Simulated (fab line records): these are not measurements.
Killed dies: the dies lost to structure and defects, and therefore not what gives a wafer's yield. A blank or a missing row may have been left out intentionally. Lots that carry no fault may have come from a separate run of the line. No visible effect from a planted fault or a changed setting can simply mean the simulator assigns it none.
Problem report in the 8D (eight disciplines) form, filled by code -- flow sky130 -- the parts of the form that need people (team, actions taken, sign-off) are left out

== 1. THE PROBLEM ==
Wafers without a fault read 25 with a standard deviation of 5.1, while killedAtContacts at SKY_PAD_OPEN_PROBE_99 averages 62 across 2 wafers of 1 lot. That is +7.3 standard deviations from the usual mean.
Seen first at day 51 08:08 on prober-01, wafer L877.3. Wafers with a number at this step in the record: 21, from 7 lots. Rule for "out", or "out of limits": more than 4 standard deviations from the usual mean. All remaining wafers that have a number are taken as sound.

== 2. WHAT THIS IS AND IS NOT ==
question,is,is not
which readings at this step,killedAtContacts,"killed_at_M0_to_M3, killed_at_M4_up, killedAtFrontEnd, killedAtOther, killedOpen, killedShort"
which lots,L877,"L862, L864, L865, L866, L867, L868"
which wafers of those lots,"L877.3, L877.5",L877.1
read on which tools,prober-01,prober-02
when,from day 51 08:08,up to then (19 sound wafers)

== 3. SUSPECTS, AND WHAT RULES EACH OUT ==
Counting: any tool at a process step up to the reading remains a suspect provided it ran every lot that is out. Sound lots after the first of them don't rule it out here, since some wafers of a struck lot are sound.
- pecvd-04 at SKY_CONTACT_CVD_00 (deposits Si3N4, target thk 75 nm): kept. It ran the lot that is out, L877 (day 38 07:38); its last sound lot up to then is L866 (day 34 17:05).
- rieDiel-04 at SKY_VIA4_ETCH_12 (etches SiO2 in C4F8/O2/Ar, stops on TiN, target depth 580 nm): kept. It ran the lot that is out, L877 (day 49 02:22); its last sound lot up to then is L862 (day 45 02:10).
- prober-01 at SKY_PAD_OPEN_PROBE_99: kept. It ran the lot that is out, L877 (day 51 08:02); its last sound lot up to then is L868 (day 49 09:32). On those wafers its own readings are out: killedAtContacts.
- At SKY_CONTACT_CVD_00 on pecvd-04, chamber 2 took the sound wafers of the same lots and chamber 0 took the wafers that are out.
Still standing after the count: pecvd-04 at SKY_CONTACT_CVD_00, rieDiel-04 at SKY_VIA4_ETCH_12, prober-01 at SKY_PAD_OPEN_PROBE_99.

== 4. THE CAUSE (what the simulator had put in) ==
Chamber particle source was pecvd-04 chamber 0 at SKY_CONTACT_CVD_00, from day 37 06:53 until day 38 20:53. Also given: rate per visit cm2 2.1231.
Counting leaves 3 suspects; this tool is one of them.

== 5. THE EFFECT CHAIN, in route order ==
One row per reading whose mean, taken over the struck wafers that have a number, lies over 3 standard deviations from the usual. Only readings for which the record gives a usual standard deviation are gone through. hours: the time from each lot's start at the first step in this table that gives one to its start at this step, as a median over the lots. sigmas: the change in usual standard deviations.
hours,step,reading,usual,on struck wafers,change,sigmas
0,SKY_PAD_OPEN_PROBE_99,killedAtContacts,25,62,+37,+7.3
0,SKY_PAD_OPEN_PROBE_99,killedDies,86,122,+36,+3.8
Its process steps:
- SKY_PAD_OPEN_PROBE_99

== 6. HOW IT WOULD HAVE BEEN CAUGHT EARLIER ==
The fault began at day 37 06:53; the first out-of-limits reading in this record came at day 51 08:08, 337 hours later.
No tool reading at SKY_CONTACT_CVD_00 that has a usual standard deviation in the record was out on any struck wafer, so an alarm limit of 4 standard deviations on those readings would not have fired.
Lots out: 1; all had begun SKY_CONTACT_CVD_00 on pecvd-04 by day 51 08:08. A hold on the tool at that time would have spared none of them.
